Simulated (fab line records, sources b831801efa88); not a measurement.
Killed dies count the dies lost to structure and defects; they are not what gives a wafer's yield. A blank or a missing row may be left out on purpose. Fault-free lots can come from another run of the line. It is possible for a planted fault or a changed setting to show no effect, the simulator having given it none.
Chamber matching -- flow sky130 -- SKY_VIA1_CMP_24 on cmp-02: 4 sister chambers
The step polishes, stops on SiO2, t overpolish 15 s, target thk 0 nm. 8 wafers are shown with their chamber, then 7 later ones without.

WAFERS, EACH WITH ITS CHAMBER
wafer,chamber,motorCurrentA (A),overpolishRunS (s)
L658.4,1,13.3,15.009
L658.5,3,9.5,15.012
L662.4,0,10.3,14.990
L672.3,0,10.3,14.996
L672.5,2,11.0,15.018
L672.6,3,10.1,15.014
L673.3,1,13.5,14.993
L673.4,2,11.1,14.976

WAFERS WHOSE CHAMBER IS MISSING
wafer,motorCurrentA (A),overpolishRunS (s)
L673.5,11.5,14.983
L674.1,10.1,15.003
L674.3,10.3,14.987
L674.4,14.2,15.005
L675.1,11.1,14.991
L675.2,13.8,14.995
L675.3,10.0,14.993

CHAMBER TAKEN BY EACH
wafer,from the rows above,in truth
L673.5,2,2
L674.1,can't be placed: 0 or 3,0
L674.3,0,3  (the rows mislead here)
L674.4,1,1
L675.1,2,2
L675.2,1,1
L675.3,can't be placed: 0 or 3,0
4 of 7 placed correctly. Cannot be placed on the basis of these rows: 2; the candidates contain the true chamber in 2. Number placed wrongly: 1.
How it was worked out, from the rows above alone: a wafer's distance from a chamber is the root of the sum, over the readings, of the square of ((its reading less the chamber's mean) divided by the reading's scatter). The wafer belongs to the nearest chamber; if the next one is less than 2 further off, it can't be placed. For every chamber, the mean is computed from those of its wafers that are shown. How the scatter is found: for the shown wafers, subtract from each reading the mean of its chamber, square and add these, divide the total by (wafers less chambers), then take the root.
